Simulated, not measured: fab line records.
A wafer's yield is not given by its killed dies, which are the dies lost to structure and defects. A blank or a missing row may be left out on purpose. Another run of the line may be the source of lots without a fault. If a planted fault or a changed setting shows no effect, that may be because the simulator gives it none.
Which tool is to blame?	flow sky130	14 lots, 42 wafers sampled, at 2 steps of a route of 708

== WHAT EACH GAUGE READ, for each wafer ==
SKY_SD_N_TW_MEAS_12. Usual: SD_N_TW 4002, standard deviation 40.
lot	measured	on	SD_N_TW	flag
L382	day 27 20:26	filmMetro-01	4002 4003 3995	
L383	day 28 04:26	filmMetro-03	3950 3942 3934	
L384	day 28 04:44	filmMetro-01	4012 4002 4008	
L385	day 28 20:01	filmMetro-04	4008 4010 4007	
L386	day 30 12:49	filmMetro-03	3935 3950 3962	
L389	day 30 16:27	filmMetro-03	3984 3967 3960	
L390	day 31 00:01	filmMetro-03	3927 3943 3933	
L394	day 32 03:32	filmMetro-03	3933 3932 3961	
L397	day 32 22:19	filmMetro-03	3967 3959 3965	
L400	day 34 00:49	filmMetro-01	4039 4042 4041	
L402	day 34 12:50	filmMetro-04	4042 4030 4047	
L401	day 34 13:10	filmMetro-04	4054 4033 4053	
L404	day 35 10:10	filmMetro-04	3990 4012 4010	
L405	day 35 11:09	filmMetro-01	4015 4049 4000	

SKY_SD_N_RS_MEAS_16: the measuring method here is four-point-probe. Usual: SD_N_RS 68.54 ohm/sq, standard deviation 0.11.
lot	measured	on	SD_N_RS (ohm/sq)	flag
L382	day 27 20:43	filmMetro-03	68.50 68.72 68.63	
L383	day 28 04:44	filmMetro-04	68.56 68.48 68.43	
L384	day 28 05:02	filmMetro-03	68.54 68.67 68.70	
L385	day 28 20:19	filmMetro-01	68.36 68.64 68.34	
L386	day 30 13:05	filmMetro-04	68.50 68.40 68.41	
L389	day 30 16:49	filmMetro-01	68.75 68.61 68.63	
L390	day 31 00:20	filmMetro-04	68.60 68.57 68.67	
L394	day 32 03:50	filmMetro-04	68.47 68.55 68.59	
L397	day 32 22:37	filmMetro-01	68.54 68.42 68.39	
L400	day 34 01:08	filmMetro-04	68.51 68.56 68.47	
L402	day 34 13:08	filmMetro-01	68.48 68.45 68.47	
L401	day 34 13:28	filmMetro-04	68.39 68.34 68.46	
L404	day 35 10:30	filmMetro-01	68.57 68.54 68.74	
L405	day 35 11:28	filmMetro-04	68.58 68.65 68.65	

== WHICH TOOL RAN EACH LOT (tool, then ch and the chambers of the sampled wafers, then the start) ==
There is no process step in the record ahead of these readings.

== AS READ BY THE TOOLS THEMSELVES (means over the sampled wafers that have a number; for cases with no such wafer, the mark the record gives instead) ==
The record holds no such reading with a usual standard deviation.

== THE ANSWER, worked out from the rows above alone ==
Rule: a lot counts as off when the mean over its wafers that have a number is more than 3 standard deviations away from the usual mean. Also off: a lot with no number at a reading for which 4 or more lots have one. Any other lot the step has rows for is counted as sound. The gauges are gone through in route order, then the tools' own readings, and for those a lot's mean is taken as printed above. The first step at which some lot is off is used, and at that step the reading that is off furthest; a lot without a number counts as furthest.
No lot is off at any reading shown: from this, nothing can be told.

== WHAT WAS PUT IN BY THE SIMULATOR ==
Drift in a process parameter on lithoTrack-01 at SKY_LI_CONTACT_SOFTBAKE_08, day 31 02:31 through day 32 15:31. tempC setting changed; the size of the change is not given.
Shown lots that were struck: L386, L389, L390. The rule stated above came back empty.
